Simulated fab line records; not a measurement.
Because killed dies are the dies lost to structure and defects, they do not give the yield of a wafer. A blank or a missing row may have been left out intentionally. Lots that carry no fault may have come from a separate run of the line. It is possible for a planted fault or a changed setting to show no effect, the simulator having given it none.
What tool caused it? + flow sky130 + 14 lots, 42 wafers sampled, at 5 steps of a route of 708

## WHAT THE GAUGES READ, wafer by wafer
SKY_LDD_HVP_TW_MEAS_10.
| lot  | measured     | on            | LDD_HVP_TW  |
|------|--------------|---------------|-------------|
| L740 | day 21 13:34 | film_metro-02 | 457 457 458 |
| L741 | day 22 11:55 | film_metro-02 | 451 453 456 |
| L742 | day 22 18:55 | film_metro-04 | 450 452 453 |
| L743 | day 23 02:34 | film_metro-02 | 457 456 453 |
| L744 | day 24 07:42 | film_metro-03 | 457 458 460 |
| L751 | day 25 18:59 | film_metro-04 | 451 451 451 |
| L752 | day 26 05:45 | film_metro-04 | 452 452 451 |
| L753 | day 26 14:34 | film_metro-02 | 455 454 454 |
| L755 | day 27 06:22 | film_metro-03 | 460 460 461 |
| L757 | day 27 20:30 | film_metro-04 | 447 451 450 |
| L759 | day 28 14:59 | film_metro-04 | 452 450 453 |
| L760 | day 28 23:31 | film_metro-02 | 454 453 454 |
| L762 | day 29 13:17 | film_metro-04 | 451 451 453 |
| L763 | day 29 16:43 | film_metro-03 | 463 461 463 |

SKY_LDD_LDN_OVL_MEAS_07.
| lot  | measured     | on         | LDD_LDN_OVL (nm) |
|------|--------------|------------|------------------|
| L740 | day 22 18:52 | overlay-02 | -0.4 0.1 -1.1    |
| L741 | day 23 18:01 | overlay-02 | -0.4 -0.5 1.1    |
| L742 | day 24 01:05 | overlay-02 | 1.8 -0.5 0.5     |
| L743 | day 24 08:38 | overlay-02 | 0.6 -0.5 -1.4    |
| L744 | day 25 13:29 | overlay-02 | 2.6 3.6 3.6      |
| L751 | day 27 00:03 | overlay-02 | 2.7 0.8 1.1      |
| L752 | day 27 11:00 | overlay-02 | 2.5 1.7 0.7      |
| L753 | day 27 19:11 | overlay-01 | -0.2 1.0 1.4     |
| L755 | day 28 10:50 | overlay-01 | -1.9 -0.8 0.4    |
| L757 | day 29 00:16 | overlay-02 | 0.0 -0.2 0.6     |
| L759 | day 29 19:19 | overlay-02 | 3.3 3.1 3.1      |
| L760 | day 30 03:33 | overlay-02 | 0.7 0.8 1.8      |
| L762 | day 30 17:16 | overlay-02 | 0.9 0.7 0.6      |
| L763 | day 30 20:28 | overlay-02 | -0.8 0.5 0.4     |

SKY_SD_P_TW_MEAS_11.
| lot  | measured     | on            | SD_P_TW        |
|------|--------------|---------------|----------------|
| L740 | day 25 09:58 | film_metro-03 | 2850 2845 2835 |
| L741 | day 26 07:40 | film_metro-03 | 2840 2806 2853 |
| L742 | day 26 14:05 | film_metro-01 | 2804 2802 2806 |
| L743 | day 26 22:25 | film_metro-02 | 2828 2811 2804 |
| L744 | day 28 02:11 | film_metro-03 | 2859 2839 2848 |
| L751 | day 29 12:37 | film_metro-02 | 2833 2830 2832 |
| L752 | day 29 22:05 | film_metro-02 | 2837 2836 2829 |
| L753 | day 30 05:34 | film_metro-03 | 2852 2838 2842 |
| L755 | day 30 21:02 | film_metro-02 | 2843 2831 2822 |
| L757 | day 31 12:05 | film_metro-02 | 2810 2808 2818 |
| L759 | day 32 07:16 | film_metro-02 | 2832 2830 2822 |
| L760 | day 32 13:22 | film_metro-02 | 2829 2832 2826 |
| L762 | day 33 03:02 | film_metro-03 | 2864 2863 2858 |
| L763 | day 33 06:44 | film_metro-02 | 2846 2837 2831 |

SKY_RES_XHIGH_TW_MEAS_09.
| lot  | measured     | on            | RES_XHIGH_TW   |
|------|--------------|---------------|----------------|
| L740 | day 26 15:09 | film_metro-03 | 1640 1642 1640 |
| L741 | day 27 12:18 | film_metro-01 | 1634 1637 1640 |
| L742 | day 27 19:04 | film_metro-03 | 1659 1659 1652 |
| L743 | day 28 03:16 | film_metro-01 | 30 30 30       |
| L744 | day 29 06:34 | film_metro-03 | 31 30 30       |
| L751 | day 30 16:58 | film_metro-02 | 1635 1630 1636 |
| L752 | day 31 02:20 | film_metro-02 | 1633 1640 1639 |
| L753 | day 31 09:20 | film_metro-01 | 1643 1646 1646 |
| L755 | day 32 01:02 | film_metro-03 | 1645 1646 1663 |
| L757 | day 32 15:43 | film_metro-03 | 1645 1646 1650 |
| L759 | day 33 10:06 | film_metro-03 | 1655 1659 1658 |
| L760 | day 33 15:34 | film_metro-03 | 1666 1666 1657 |
| L762 | day 34 06:18 | film_metro-01 | 1636 1643 1640 |
| L763 | day 34 09:19 | film_metro-03 | 1645 1649 1648 |

## WHAT TOOL EACH LOT RAN ON (gives the tool, then ch and the chambers of the sampled wafers, and finally the start)
| lot  | SKY_RES_XHIGH_EXPOSE_04             |
|------|-------------------------------------|
| L740 | iline_stepper-02 ch 0, day 26 00:22 |
| L741 | iline_stepper-02 ch 0, day 26 22:30 |
| L742 | iline_stepper-02 ch 0, day 27 04:04 |
| L743 | iline_stepper-02, day 27 12:13      |
| L744 | iline_stepper-01, day 28 16:38      |
| L751 | iline_stepper-02 ch 0, day 30 03:11 |
| L752 | iline_stepper-02 ch 0, day 30 11:58 |
| L753 | iline_stepper-01 ch 0, day 30 19:14 |
| L755 | iline_stepper-02 ch 0, day 31 10:53 |
| L757 | iline_stepper-01 ch 0, day 32 02:08 |
| L759 | iline_stepper-01 ch 0, day 32 20:32 |
| L760 | iline_stepper-02 ch 0, day 33 02:07 |
| L762 | iline_stepper-02 ch 0, day 33 17:00 |
| L763 | iline_stepper-02 ch 0, day 33 19:53 |
- SKY_RES_XHIGH_EXPOSE_04: exposes mask URPM, target cd 1270 nm.

## AS READ BY THE TOOLS THEMSELVES (means over the sampled wafers that have a number; for cases with no such wafer, the mark the record gives instead)
SKY_RES_XHIGH_EXPOSE_04.
| lot  | tool             | exposure_dose_mJ_cm2 | focus_offset_nm (nm) |
|------|------------------|----------------------|----------------------|
| L740 | iline_stepper-02 | 140.04               | 0.2                  |
| L741 | iline_stepper-02 | 140.01               | 0.1                  |
| L742 | iline_stepper-02 | 140.17               | -1.1                 |
| L743 | iline_stepper-02 | -                    | -                    |
| L744 | iline_stepper-01 | -                    | -                    |
| L751 | iline_stepper-02 | 139.95               | -0.2                 |
| L752 | iline_stepper-02 | 140.14               | -0.5                 |
| L753 | iline_stepper-01 | 140.09               | -0.1                 |
| L755 | iline_stepper-02 | 139.92               | 0.9                  |
| L757 | iline_stepper-01 | 139.96               | 0.2                  |
| L759 | iline_stepper-01 | 140.03               | 0.2                  |
| L760 | iline_stepper-02 | 140.00               | -0.5                 |
| L762 | iline_stepper-02 | 139.92               | -0.2                 |
| L763 | iline_stepper-02 | 140.07               | 0.2                  |

## THE ANSWER, worked out from the rows above alone
Rule: what is usual is taken from the lots themselves. The widest of any qualifying gaps counts: lots, ordered by their means at a reading, are off when they make up no more than a third of the lots, leave a main group of 4 or more, and stand apart from it by 3 or more times the standard deviation of that group's means. A main group whose means are all the same, to the digits that the tables above print for the reading, isn't used. Also off: a lot with no number at a reading for which 4 or more lots have one. All remaining lots with rows at the step are treated as sound. First the gauges in route order, then the tools' own readings, where a lot's mean is used as printed above. At the first step where some lot is off, the reading lying furthest off is the one used; lots without a number count as furthest.
Off: at SKY_RES_XHIGH_TW_MEAS_09 (RES_XHIGH_TW), L743, L744. The main group has a mean of 1646 with a standard deviation of 8.8.
If a tool, at a process step before that reading, ran all the lots that are off and no sound lot after the first of them, it fits. Not tried: the gauges at SKY_RES_XHIGH_TW_MEAS_09; whatever is off there is also off at SKY_RES_XHIGH_EXPOSE_04, on other tools, and gauge error can't account for it. No candidate that was tried fits.

## WHAT HAD BEEN PUT IN BY THE SIMULATOR
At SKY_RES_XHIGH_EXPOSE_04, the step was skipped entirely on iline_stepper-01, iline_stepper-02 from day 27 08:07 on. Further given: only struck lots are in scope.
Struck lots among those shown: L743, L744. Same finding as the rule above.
